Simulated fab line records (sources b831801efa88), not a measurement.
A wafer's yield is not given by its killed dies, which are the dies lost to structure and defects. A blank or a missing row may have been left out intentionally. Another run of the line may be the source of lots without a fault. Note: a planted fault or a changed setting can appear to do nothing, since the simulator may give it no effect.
2 desks, one fault || flow gf180mcu || only its own numbers are on each desk; what lay behind them is given at the end

TOOL OWNER'S DESK, pecvd-03
The tool's own readings at GF_PASSIVATION_CVD_02 (deposits Si3N4, target thk 700 nm, time 486.18 s): means of the sampled wafers that have a number, for each lot that ran on this tool. The brackets show how far a lot's mean lies from the usual mean; more than 4 standard deviations puts the lot out of limits, marked OUT.
Columns: A = heater-power-w at GF_PASSIVATION_CVD_02, usual 744 W; B = rf-fwd-power-W at GF_PASSIVATION_CVD_02, usual 449.0 W
{"lot": "L454", "first seen here": "day 28 21:14", "A": 704, "B": 449.3}
{"lot": "L457", "first seen here": "day 29 17:38", "A": 729, "B": 448.8}
{"lot": "L466", "first seen here": "day 32 07:20", "A": 633, "B": "401.1 (-34) OUT"}
{"lot": "L467", "first seen here": "day 32 11:47", "A": 675, "B": "424.7 (-17) OUT"}
This desk's verdict: out of limits on L466, L467, starting with L466 at day 32 07:20 (rf-fwd-power-W at GF_PASSIVATION_CVD_02). L454, L457 stayed within limits.

AT THE METROLOGY DESK
Lot by lot, what the gauges showed, no matter which tool ran the lot: averages of those sampled wafers that carry a number. The brackets show how far a lot's mean lies from the usual mean; more than 4 standard deviations puts the lot out of limits, marked OUT.
Columns: A = MIM_ALCU_RS at GF_MIM_RS_MEAS_10, usual 0.1599 ohm/sq; B = TOP_METAL_OVL at GF_TOP_METAL_OVL_MEAS_15, usual -0.3 nm; C = PASSIVATION_CVD_02_THK at GF_PASSIVATION_THK_MEAS_03, usual 695 nm
{"lot": "L452", "first seen here": "day 24 15:35", "A": 0.1627, "B": -1.6, "C": 685}
{"lot": "L453", "first seen here": "day 25 06:10", "A": 0.1614, "B": -0.0, "C": 690}
{"lot": "L454", "first seen here": "day 25 06:48", "A": 0.1605, "B": -1.2, "C": 690}
{"lot": "L455", "first seen here": "day 26 00:02", "A": 0.1622, "B": 1.0, "C": 703}
{"lot": "L457", "first seen here": "day 26 05:25", "A": 0.1611, "B": -0.2, "C": 704}
{"lot": "L459", "first seen here": "day 27 00:43", "A": 0.1607, "B": 0.9, "C": 688}
{"lot": "L460", "first seen here": "day 27 01:14", "A": 0.1635, "B": 0.3, "C": 695}
{"lot": "L466", "first seen here": "day 29 01:32", "A": 0.1579, "B": -2.3, "C": 663}
{"lot": "L467", "first seen here": "day 29 09:26", "A": 0.1597, "B": 0.4, "C": 678}
{"lot": "L470", "first seen here": "day 30 05:32", "A": 0.1570, "B": 1.0, "C": 705}
{"lot": "L471", "first seen here": "day 30 11:50", "A": 0.1595, "B": 0.1, "C": 688}
{"lot": "L473", "first seen here": "day 30 19:22", "A": 0.1607, "B": 0.2, "C": 701}
{"lot": "L474", "first seen here": "day 31 03:28", "A": 0.1575, "B": 0.3, "C": 691}
Result from this desk: across the 13 lots, nothing is out of limits.

PUT TOGETHER
On L466, L467, at day 32 07:20, an alarm was possible from the tool owner's desk.
Nothing out of limits was seen by the metrology desk.
The metrology desk has L466, L467 on record, within its limits.
All the named lots went through GF_PASSIVATION_CVD_02 on pecvd-03.

WHAT THE SIMULATOR HAD INSERTED
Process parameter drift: pecvd-03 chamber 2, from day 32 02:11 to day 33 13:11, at GF_PASSIVATION_CVD_02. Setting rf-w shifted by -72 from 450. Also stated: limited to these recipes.
Lots struck among those shown: L466, L467.
Delay in hours, fault start to first out-of-limits reading, by desk: the tool owner's desk at 5.
